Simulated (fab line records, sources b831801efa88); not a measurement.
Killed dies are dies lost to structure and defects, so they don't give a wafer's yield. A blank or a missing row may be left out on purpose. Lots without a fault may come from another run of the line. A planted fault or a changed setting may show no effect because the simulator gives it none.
fab line records | flow sky130
record lots=13 wafers=39 last_day=50
route steps=708 shown NWELL@63 VT_ADJUST_PCH@153 LDD_HVN@275 LI_CONTACT@364
lots that met no fault: from a run of the same line without faults
start_h: hours from the record's first day to the start of the lot's first wafer shown | wait_h: hours since the lot's step before | " the same as in the row above | L1.1+2: a row that stands for several wafers | - no value, or no start given | * or withheld: withheld | < > ~ a bound
route shown NAME@n: a module of which the file shows steps, and the number in the route of the first | usual: mean/standard deviation of fault-free wafers | same: alike in all rows | chamber/n: place in a boat | sites: the reading at each site | _std_site: their standard deviation | _edge_site: outer sites' mean less inner sites' | radius_mm: how far each site lies from the wafer's centre | mask NAME#n: copy n | behind: the tool/chamber that last shaped the wafer | hold: why the lot was held/for how many hours/how that ended | device: the transistor (n, p or np) that didn't switch | end of line: the same wafers' tests at the end of the route | a step without rows: its recipe alone | killed: dies lost to structure and defects at the first sort, not the wafer's yield | map: a wafer's dies, x killed, . not, _ none there
set.NAME: the setting as run; set.NAME@STEP: as run at that earlier step | model.NAME: the simulator's own value behind a step, which no gauge read
steps of the route over a sample of lots; a table a step, a row a wafer
services: from which hour (start_h, from the record's first day; less than 0 if before it) a tool's chamber was out of use, for how many hours, and why
## steps
# step SKY_NWELL_OVL_MEAS_10
# usual NWELL_00_OVL=0.0/1.6
# columns lot.wafer tool chamber start_h wait_h NWELL_00_OVL[nm]
L733.1 overlay-02 - 95.43 - -0.2
L733.2 " - " " 0.5
L733.4 " - " " 0.3
L735.1 overlay-01 - 103.39 - -1.3
L735.4 " - " " -1.4
L735.5 " - " " -0.3
L736.2 overlay-01 - 108.14 - -1.3
L736.5 " - " " -0.3
L736.6 " - " " -2.4
L737.1 overlay-01 - 116.49 - -0.1
L737.2 " - " " -1.2
L737.6 " - " " -0.9
L739.1 overlay-02 - 127.44 - -0.3
L739.3 " - " " -0.5
L739.5 " - " " 0.1
L740.1 overlay-01 - 132.84 - -0.8
L740.3 " - " " -0.9
L740.5 " - " " 0.0
L741.1 overlay-02 - 140.68 - 1.6
L741.3 " - " " 2.4
L741.5 " - " " 1.8
L747.1 overlay-01 - 172.93 - 0.2
L747.5 " - " " -0.2
L747.6 " - " " -1.3
L749.3 overlay-02 - 183.94 - 2.1
L749.4 " - " " 1.8
L749.6 " - " " 2.1
L752.1 overlay-01 - 212.24 - -1.7
L752.2 " - " " -0.2
L752.6 " - " " -1.1
L753.1 overlay-02 - 228.23 - -0.5
L753.4 " - " " 0.7
L753.6 " - " " -0.2
L754.2 overlay-01 - 229.18 - -1.8
L754.5 " - " " -3.5
L754.6 " - " " -3.4
L755.3 overlay-01 - 232.29 - 2.2
L755.5 " - " " 0.8
L755.6 " - " " 0.9
# step SKY_VT_ADJUST_PCH_TW_MEAS_10
# usual VT_ADJUST_PCH_TW=144.2/0.76
# columns lot.wafer tool chamber start_h wait_h VT_ADJUST_PCH_TW
L733.1 film_metro-03 - 235.42 0.1 145.1
L733.2 " - " " 144.9
L733.4 " - " " 144.9
L735.1 film_metro-03 - 244.92 0.1 144.2
L735.4 " - " " 144.1
L735.5 " - " " 144.5
L736.2 film_metro-01 - 251.67 0.1 143.2
L736.5 " - " " 144.1
L736.6 " - " " 143.7
L737.1 film_metro-04 - 260.77 0.1 144.7
L737.2 " - " " 145.2
L737.6 " - " " 144.4
L739.1 film_metro-03 - 274.27 0.1 143.9
L739.3 " - " " 145.0
L739.5 " - " " 144.0
L740.1 film_metro-01 - 281.62 0.1 143.4
L740.3 " - " " 143.7
L740.5 " - " " 143.9
L741.1 film_metro-01 - 289.41 0.1 144.6
L741.3 " - " " 144.7
L741.5 " - " " 144.3
L747.1 film_metro-01 - 333.62 0.1 144.2
L747.5 " - " " 143.9
L747.6 " - " " 144.0
L749.3 film_metro-04 - 347.14 0.1 144.2
L749.4 " - " " 144.5
L749.6 " - " " 144.2
L752.1 film_metro-01 - 384.62 0.1 144.1
L752.2 " - " " 143.3
L752.6 " - " " 143.8
L753.1 film_metro-01 - 407.51 0.1 143.8
L753.4 " - " " 144.8
L753.6 " - " " 144.0
L754.2 film_metro-01 - 409.47 0.1 145.1
L754.5 " - " " 144.8
L754.6 " - " " 144.8
L755.3 film_metro-04 - 410.44 0.1 143.7
L755.5 " - " " 144.2
L755.6 " - " " 144.0
# step SKY_LDD_HVN_IMPLANT_08
# recipe species=P energy_kev=60 dose_cm2=3e+13 tilt_deg=40
# usual beam_energy_keV=60.003/0.018
# columns lot.wafer tool chamber start_h wait_h beam_energy_keV
L735.1 implanter-02 0 490.57 0.0 59.990
L735.4 " 0 " " 60.015
L735.5 " 0 " " 60.009
L733.1 implanter-03 0 490.66 0.0 60.000
L733.2 " 0 " " 59.988
L733.4 " 0 " " 59.997
L736.2 implanter-03 0 491.33 0.0 59.984
L736.5 " 0 " " 59.992
L736.6 " 0 " " 60.008
L737.1 implanter-02 0 512.51 0.0 59.971
L737.2 " 0 " " 59.979
L737.6 " 0 " " 60.009
L739.1 implanter-03 0 520.81 0.0 59.987
L739.3 " 0 " " 59.992
L739.5 " 0 " " 60.001
L740.1 implanter-04 0 533.31 0.0 48.963
L740.3 " 0 " " 48.975
L740.5 " 0 " " 48.971
L741.1 implanter-04 0 535.46 0.0 48.963
L741.3 " 0 " " 48.961
L741.5 " 0 " " 49.000
L747.1 implanter-03 0 590.17 0.0 60.021
L747.5 " 0 " " 60.007
L747.6 " 0 " " 60.003
L749.3 implanter-02 0 607.01 0.1 60.046
L749.4 " 0 " " 60.042
L749.6 " 0 " " 60.026
L752.1 implanter-04 0 639.42 0.0 59.966
L752.2 " 0 " " 59.945
L752.6 " 0 " " 59.974
L753.1 implanter-04 0 657.94 0.2 60.027
L753.4 " 0 " " 59.996
L753.6 " 0 " " 60.012
L754.2 implanter-04 0 659.64 0.0 60.003
L754.5 " 0 " " 59.988
L754.6 " 0 " " 60.004
L755.3 implanter-03 0 661.07 0.1 60.044
L755.5 " 0 " " 60.006
L755.6 " 0 " " 59.997
# step SKY_LDD_HVN_TW_MEAS_10
# usual LDD_HVN_TW=1453/6.6
# columns lot.wafer tool chamber start_h wait_h LDD_HVN_TW
L735.1 film_metro-03 - 490.82 0.1 1443
L735.4 " - " " 1449
L735.5 " - " " 1449
L733.1 film_metro-01 - 490.91 0.1 1446
L733.2 " - " " 1448
L733.4 " - " " 1464
L736.2 film_metro-04 - 491.57 0.1 1455
L736.5 " - " " 1449
L736.6 " - " " 1454
L737.1 film_metro-04 - 512.76 0.1 1457
L737.2 " - " " 1461
L737.6 " - " " 1440
L739.1 film_metro-04 - 521.06 0.1 1455
L739.3 " - " " 1446
L739.5 " - " " 1451
L740.1 film_metro-01 - 533.56 0.1 1381
L740.3 " - " " 1372
L740.5 " - " " 1377
L741.1 film_metro-04 - 535.71 0.1 1372
L741.3 " - " " 1364
L741.5 " - " " 1367
L747.1 film_metro-01 - 590.42 0.1 1451
L747.5 " - " " 1457
L747.6 " - " " 1453
L749.3 film_metro-01 - 607.23 0.1 1464
L749.4 " - " " 1455
L749.6 " - " " 1455
L752.1 film_metro-03 - 639.67 0.1 1437
L752.2 " - " " 1435
L752.6 " - " " 1440
L753.1 film_metro-03 - 658.19 0.1 1454
L753.4 " - " " 1456
L753.6 " - " " 1451
L754.2 film_metro-03 - 659.88 0.1 1445
L754.5 " - " " 1450
L754.6 " - " " 1455
L755.3 film_metro-03 - 661.29 0.1 1454
L755.5 " - " " 1458
L755.6 " - " " 1453
# step SKY_LI_CONTACT_CMP_02
# recipe material=PSG down_force_psi=4 platen_rpm=60 pad_velocity_m_s=0.94248
# usual edge_zone_pressure_frac=1.000/0.0049 motor_current_A=12.3/0.88 slurry_flow_ml_min=150.0/0.45 time_to_endpoint_s=32.1/2.3
# columns lot.wafer tool chamber start_h wait_h edge_zone_pressure_frac motor_current_A slurry_flow_ml_min time_to_endpoint_s
L735.1 cmp-02 2 669.92 0.1 1.002 12.8 149.9 36.7
L735.4 " 0 " " 0.994 12.0 150.6 35.5
L735.5 " 2 " " 1.003 14.0 150.2 35.3
L733.1 cmp-01 2 671.66 0.1 1.005 10.9 149.8 31.9
L733.2 " 0 " " 0.996 11.2 150.6 33.6
L733.4 " 1 " " 1.005 12.9 149.8 32.2
L736.2 cmp-02 2 672.06 0.1 0.995 13.8 150.2 37.8
L736.5 " 1 " " 0.990 11.7 149.4 36.2
L736.6 " 2 " " 1.005 13.8 150.7 35.9
L737.2 cmp-01 2 692.36 0.1 0.999 11.3 151.1 34.7
L737.1 " 3 " " 1.004 12.0 149.8 31.4
L737.6 " 1 " " 1.003 13.5 149.5 28.4
L739.1 cmp-02 2 703.06 0.1 0.999 13.7 150.2 31.8
L739.3 " 3 " " 0.997 11.9 150.1 29.5
L739.5 " 0 " " 1.006 11.8 149.9 32.2
L740.1 cmp-01 3 709.80 0.1 1.008 12.7 149.6 30.6
L740.3 " 1 " " 1.007 13.6 149.5 34.1
L740.5 " 3 " " 1.005 11.8 149.9 28.0
L741.1 cmp-02 2 714.21 0.1 1.002 13.8 149.8 33.0
L741.3 " 0 " " 1.004 12.4 149.9 29.9
L741.5 " 2 " " 0.987 13.7 149.5 31.9
L747.1 cmp-02 0 761.96 0.1 1.001 12.0 150.0 32.1
L747.5 " 2 " " 1.004 14.2 150.3 35.5
L747.6 " 3 " " 0.996 12.0 149.6 31.6
L749.3 cmp-01 2 776.47 0.1 1.001 11.1 149.6 32.8
L749.4 " 3 " " 0.998 12.1 150.1 32.2
L749.6 " 0 " " 1.000 11.6 150.7 32.0
L752.2 cmp-02 0 809.45 0.1 0.995 12.0 151.1 29.5
L752.1 " 1 " " 1.000 12.1 149.6 30.4
L752.6 " 3 " " 1.003 11.9 149.9 34.6
L753.4 cmp-01 0 823.66 0.0 1.002 11.9 150.2 32.7
L753.1 " 2 " " 1.000 11.1 150.2 34.5
L753.6 " 0 " " 0.998 11.4 149.6 32.5
L755.3 cmp-02 3 825.80 0.2 1.004 12.3 149.8 32.2
L755.5 " 0 " " 1.002 11.6 150.9 32.8
L755.6 " 1 " " 1.006 11.9 150.7 31.5
L754.2 cmp-02 1 826.30 0.0 0.997 11.9 150.4 32.0
L754.6 " 1 " " 0.996 11.6 150.3 32.4
L754.5 " 2 " " 0.997 14.1 150.1 31.7
## services
# columns tool chamber start_h hours kind
implanter-04 - 499.81 4.1 repair
cmp-02 - 520.78 5.7 pm
implanter-04 - 529.93 1.6 repair
implanter-04 - 537.35 4.1 pm
cmp-01 - 553.99 7.0 pm
cmp-02 - 572.00 4.0 pm
cmp-01 - 605.95 1.2 repair
cmp-02 - 628.63 1.3 repair
implanter-04 - 629.64 0.6 repair
cmp-01 - 632.64 1.0 repair
implanter-03 - 639.97 4.0 pm
cmp-02 - 657.29 4.7 pm
cmp-02 - 663.65 0.2 repair
cmp-02 - 674.73 0.4 repair
cmp-01 - 682.96 1.1 repair
implanter-04 - 693.14 1.5 repair
cmp-01 - 707.45 2.2 repair
cmp-02 - 722.43 19.7 pm
cmp-01 - 733.01 1.4 repair
cmp-01 - 744.28 4.0 pm
cmp-02 - 749.41 0.6 repair
cmp-02 - 755.30 1.5 repair
cmp-02 - 779.36 0.4 repair
cmp-02 - 815.39 3.4 repair
## key
first_sign step=SKY_LDD_HVN_IMPLANT_08 reading=beam_energy_keV direction=down sigmas=99+ usual=* struck=*
effect step=SKY_LDD_HVN_TW_MEAS_10 reading=LDD_HVN_TW direction=down sigmas=12 usual=1453 struck=1372
met_at SKY_LDD_HVN_IMPLANT_08
struck_lots L740,L741
tester_left_out L740,L741
not_acting_at SKY_NWELL_OVL_MEAS_10,SKY_VT_ADJUST_PCH_TW_MEAS_10,SKY_LI_CONTACT_CMP_02
fault kind=process_parameter_drift tool=implanter-04 chamber=- onset_h=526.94 steps=SKY_LDD_HVN_IMPLANT_08 channel=energy_kev offset=* shape=step end_h=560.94 acts_in=* stated=*
# tester_left_out: of these lots the tester's yield and bins aren't shown, on N5 and GAA mostly nor the transistor test; their killed dies are dies lost to structure and defects alone, not to doping, threshold or leakage, so they don't give the yield
